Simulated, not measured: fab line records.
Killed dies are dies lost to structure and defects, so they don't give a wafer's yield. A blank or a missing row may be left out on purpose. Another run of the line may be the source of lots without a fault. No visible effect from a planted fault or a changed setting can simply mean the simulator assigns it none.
The tool behind it: which one?	flow gf180mcu	13 lots, 39 wafers sampled, at 4 steps of a route of 602

## WHAT THE GAUGES SHOWED, per wafer
GF_STI_CD_MEAS_12: the cd target is 220 nm.
lot	measured	on	cd nm (nm)
L219	day 2 12:44	cd sem-02	219.4 219.5 219.4
L220	day 2 17:01	cd sem-02	219.9 219.6 220.6
L221	day 2 23:41	cd sem-01	219.6 218.9 219.9
L223	day 3 08:02	cd sem-01	220.3 221.1 219.5
L224	day 3 13:49	cd sem-01	219.6 219.3 220.0
L226	day 4 00:22	cd sem-01	221.3 221.5 222.0
L229	day 4 15:34	cd sem-01	220.1 220.5 220.4
L230	day 4 20:11	cd sem-01	218.7 218.7 217.6
L231	day 5 01:43	cd sem-01	221.6 220.5 220.3
L232	day 5 05:49	cd sem-01	221.7 220.0 221.5
L237	day 6 09:26	cd sem-01	240.7 240.3 239.8 241.3 239.6 239.9
L238	day 6 13:13	cd sem-01	237.1 236.9 237.5 236.8 236.9 237.8
L240	day 6 23:55	cd sem-01	219.6 220.0 220.4

GF_HV_LDD_TW_MEAS_50.
lot	measured	on	HV_LDD_4_TW
L219	day 13 05:29	film metro-04	561 565 565
L220	day 13 15:17	film metro-01	575 574 574
L221	day 13 20:35	film metro-04	568 567 564
L223	day 14 11:14	film metro-01	575 578 579
L224	day 14 20:01	film metro-01	576 574 575
L226	day 15 12:53	film metro-04	561 561 563
L229	day 16 13:47	film metro-01	572 572 575
L230	day 16 18:25	film metro-04	562 561 562
L231	day 17 02:44	film metro-03	564 566 566
L232	day 17 13:20	film metro-01	575 577 573
L237	day 19 04:47	film metro-04	564 564 563
L238	day 19 10:02	film metro-03	565 564 562
L240	day 20 05:50	film metro-01	573 573 575

GF_NSD_CD_MEAS_07: the cd target is 400 nm.
lot	measured	on	cd nm (nm)
L219	day 14 05:00	cd sem-02	404.2 405.0 404.0
L220	day 14 14:46	cd sem-02	401.2 403.0 401.8
L221	day 14 20:27	cd sem-02	403.2 402.2 403.1
L223	day 15 11:50	cd sem-02	398.1 398.2 399.1
L224	day 15 20:58	cd sem-01	398.8 400.9 399.4
L226	day 16 15:41	cd sem-01	399.5 402.2 397.9
L229	day 17 14:32	cd sem-01	401.3 399.1 400.1
L230	day 17 19:59	cd sem-02	400.1 402.3 401.5
L231	day 18 05:04	cd sem-02	400.4 401.6 401.9
L232	day 18 17:41	cd sem-02	403.4 402.4 401.9
L237	day 20 08:17	cd sem-02	398.5 398.0 397.4
L238	day 20 15:07	cd sem-02	401.7 401.6 403.0
L240	day 21 08:51	cd sem-01	401.3 401.5 400.7

## EACH LOT AND THE TOOL THAT RAN IT (in order: tool; ch and the chambers of the sampled wafers; start)
lot	GF_STI_EXPOSE_09
L219	krf scanner-02 ch 0, day 2 06:59
L220	krf scanner-02 ch 0, day 2 10:34
L221	krf scanner-02 ch 0, day 2 17:53
L223	krf scanner-01 ch 0, day 3 01:55
L224	krf scanner-01 ch 0, day 3 08:14
L226	krf scanner-02 ch 0, day 3 17:38
L229	krf scanner-02 ch 0, day 4 08:50
L230	krf scanner-01 ch 0, day 4 13:51
L231	krf scanner-02 ch 0, day 4 18:44
L232	krf scanner-01 ch 0, day 4 22:52
L237	krf scanner-02 ch 0, day 6 01:58
L238	krf scanner-02 ch 0, day 6 06:01
L240	krf scanner-01 ch 0, day 6 15:59
- GF_STI_EXPOSE_09: exposes mask COMP, target cd 220 nm.

## WHAT THE TOOLS THEMSELVES READ (means of the sampled wafers that have a number; where no wafer has one, the mark that the record gives instead)
GF_STI_EXPOSE_09.
lot	tool	exposure dose mJ cm2
L219	krf scanner-02	27.95
L220	krf scanner-02	27.94
L221	krf scanner-02	27.97
L223	krf scanner-01	28.28
L224	krf scanner-01	28.27
L226	krf scanner-02	27.93
L229	krf scanner-02	27.94
L230	krf scanner-01	28.27
L231	krf scanner-02	27.91
L232	krf scanner-01	28.24
L237	krf scanner-02	24.65
L238	krf scanner-02	24.69
L240	krf scanner-01	28.22

## THE ANSWER, worked out from the rows above alone
Rule: the usual values come from the lots themselves. The widest of any qualifying gaps counts: lots, ordered by their means at a reading, are off when they make up no more than a third of the lots, leave a main group of 4 or more, and stand apart from it by 3 or more times the standard deviation of that group's means. Not used: any main group whose means are identical at the precision the tables above print for the reading. A lot without any number at a reading at which 4 lots or more have one is off too. Where the step has rows for the other lots, those lots are counted as sound. First the gauges in route order, then the tools' own readings, where a lot's mean is used as printed above. At the first step where some lot is off, the reading lying furthest off is the one used; lots without a number count as furthest.
Off: L237, L238 (GF_STI_CD_MEAS_12, cd nm). The main group: mean 220.1 nm, standard deviation 0.85.
A tool fits if, at a process step before that reading, it ran every lot that is off, and no sound lot after the first of them. Not tried: the gauges at GF_STI_CD_MEAS_12; whatever is off there is also off at GF_STI_EXPOSE_09, on other tools, and gauge error can't account for it. One fits: GF_STI_EXPOSE_09 on krf scanner-02. Its last sound lot is L231 (day 4 18:44), its first lot that is off L237 (day 6 01:58): a fault that began between those two fits.
On the lots that are off, the tool's own readings at GF_STI_EXPOSE_09 differ by more than 5 times the standard deviation of the sound lots' means, which bears it out; exposure dose mJ cm2 reads 24.67 there versus 28.08 on the sound lots.

## WHAT THE SIMULATOR HAD INSERTED
Process parameter drift: krf scanner-02, from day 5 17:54 on, at GF_STI_EXPOSE_09. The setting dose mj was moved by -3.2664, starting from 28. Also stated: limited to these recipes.
Struck lots among those shown: L237, L238. Same finding as the rule above.
